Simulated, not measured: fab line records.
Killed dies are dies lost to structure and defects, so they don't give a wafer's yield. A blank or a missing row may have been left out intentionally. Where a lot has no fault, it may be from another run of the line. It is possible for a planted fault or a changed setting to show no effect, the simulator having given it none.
Check for tools in common | flow gf180mcu | Lots sampled 10, wafers sampled 36

== REASON FOR OPENING ==
GF_HV_LDD_TW_MEAS_38, reading HV_LDD_3_TW: flagged on 2 of 10 lots. Fault-free wafers read 1452, with a standard deviation of 11.
Rule: flag the lot when none of its wafers has a number, or when each of its wafers that has one lies beyond 4 standard deviations from that mean. As for the other lots, they are considered sound.

lot  | measured     | on           | HV_LDD_3_TW, wafer by wafer   | flag
L701 | day 12 21:28 | filmMetro-04 | 1465 1468 1461                | 
L704 | day 13 03:35 | filmMetro-04 | 1456 1459 1452                | 
L703 | day 13 07:17 | filmMetro-04 | 1556 1552 1543 1554 1554 1560 | FLAGGED
L705 | day 13 12:37 | filmMetro-03 | 1569 1565 1562 1562 1569 1564 | FLAGGED
L713 | day 16 14:25 | filmMetro-04 | 1461 1460 1463                | 
L714 | day 16 16:40 | filmMetro-03 | 1454 1451 1452                | 
L715 | day 17 03:49 | filmMetro-03 | 1459 1459 1453                | 
L716 | day 17 05:03 | filmMetro-01 | 1439 1433 1442                | 
L717 | day 17 13:11 | filmMetro-03 | 1462 1455 1450                | 
L720 | day 18 13:47 | filmMetro-03 | 1453 1458 1448                | 
Average over the flagged lots: 1559; offset from the usual +107, equal to +10 standard deviations.

== LOT BY LOT: THE TOOL USED ==
The record holds 3 process steps before the reading, out of a route of 602 steps. Every cell lists first the tool, next ch and the chambers used by the sampled wafers, and last the start.
lot  | flag    | GF_HV_LDD_STRIP_22                  | GF_HV_LDD_IMPLANT_35            | GF_HV_LDD_STRIP_37
L701 |         | plasmaAsher-02 ch 0,1, day 12 01:26 | implanter-03 ch 0, day 12 21:04 | plasmaAsher-04 ch 0,1, day 12 21:21
L704 |         | plasmaAsher-04 ch 0,1, day 12 06:41 | implanter-03 ch 0, day 13 03:11 | plasmaAsher-02 ch 0,1, day 13 03:29
L703 | FLAGGED | plasmaAsher-02 ch 1, day 12 10:36   | implanter-03 ch 0, day 13 06:53 | plasmaAsher-04 ch 0,1, day 13 07:11
L705 | FLAGGED | plasmaAsher-04 ch 1, day 12 15:30   | implanter-03 ch 0, day 13 12:13 | plasmaAsher-04 ch 0,1, day 13 12:31
L713 |         | plasmaAsher-03 ch 0,1, day 15 16:05 | implanter-03 ch 0, day 16 14:01 | plasmaAsher-03 ch 0,1, day 16 14:19
L714 |         | plasmaAsher-04 ch 0,1, day 15 18:01 | implanter-02 ch 0, day 16 16:16 | plasmaAsher-02 ch 0,1, day 16 16:33
L715 |         | plasmaAsher-03 ch 0,1, day 16 05:35 | implanter-02 ch 0, day 17 03:25 | plasmaAsher-03 ch 0,1, day 17 03:43
L716 |         | plasmaAsher-03 ch 0,1, day 16 07:08 | implanter-03 ch 0, day 17 04:40 | plasmaAsher-03 ch 0,1, day 17 04:56
L717 |         | plasmaAsher-04 ch 0,1, day 16 14:10 | implanter-03 ch 0, day 17 12:47 | plasmaAsher-04 ch 0,1, day 17 13:05
L720 |         | plasmaAsher-02 ch 1, day 17 14:36   | implanter-03 ch 0, day 18 13:23 | plasmaAsher-02 ch 0,1, day 18 13:41
What these steps do:
- GF_HV_LDD_STRIP_22: strips in O2/N2.
- GF_HV_LDD_IMPLANT_35
- GF_HV_LDD_STRIP_37: strips in O2/N2.
- GF_HV_LDD_TW_MEAS_38

== FLAGGED AGAINST TOTAL, ONE TOOL AT A TIME (gauges that did the reading follow at the end) ==
step                 | tool           | lots run | flagged | share of the flagged lots | sound lots run after its first flagged lot
GF_HV_LDD_STRIP_22   | plasmaAsher-02 | 3        | 1       | some                      | 1 (L720)
GF_HV_LDD_STRIP_22   | plasmaAsher-03 | 3        | 0       | none                      | -
GF_HV_LDD_STRIP_22   | plasmaAsher-04 | 4        | 1       | some                      | 2 (L714,L717)
GF_HV_LDD_IMPLANT_35 | implanter-02   | 2        | 0       | none                      | -
GF_HV_LDD_IMPLANT_35 | implanter-03   | 8        | 2       | all                       | 4 (L713,L716,L717,L720)
GF_HV_LDD_STRIP_37   | plasmaAsher-02 | 3        | 0       | none                      | -
GF_HV_LDD_STRIP_37   | plasmaAsher-03 | 3        | 0       | none                      | -
GF_HV_LDD_STRIP_37   | plasmaAsher-04 | 4        | 2       | all                       | 1 (L717)
GF_HV_LDD_TW_MEAS_38 | filmMetro-01   | 1        | 0       | none                      | -
GF_HV_LDD_TW_MEAS_38 | filmMetro-03   | 5        | 1       | some                      | 4 (L714,L715,L717,L720)
GF_HV_LDD_TW_MEAS_38 | filmMetro-04   | 4        | 1       | some                      | 1 (L713)

== THE TABLE: WHAT IT ALLOWS ==
Table rows that saw every flagged lot: 2, namely implanter-03 at GF_HV_LDD_IMPLANT_35 and plasmaAsher-04 at GF_HV_LDD_STRIP_37.
- implanter-03 at GF_HV_LDD_IMPLANT_35: 2 of its 8 lots flagged. Sound lots followed the first flagged one (L713, L716, L717, L720) on it, something a lasting fault affecting the whole tool could not allow. Its own readings (doseIonsCm2, faradayCurrentUA) fall more than 4 standard deviations out on all wafers of the flagged lots.
- plasmaAsher-04 at GF_HV_LDD_STRIP_37: 2 of its 4 lots flagged. Sound lots followed the first flagged one (L717) on it, something a lasting fault affecting the whole tool could not allow.
There is no row in the table that ran each flagged lot and no sound lot after the first.

== WHAT WAS PUT IN BY THE SIMULATOR ==
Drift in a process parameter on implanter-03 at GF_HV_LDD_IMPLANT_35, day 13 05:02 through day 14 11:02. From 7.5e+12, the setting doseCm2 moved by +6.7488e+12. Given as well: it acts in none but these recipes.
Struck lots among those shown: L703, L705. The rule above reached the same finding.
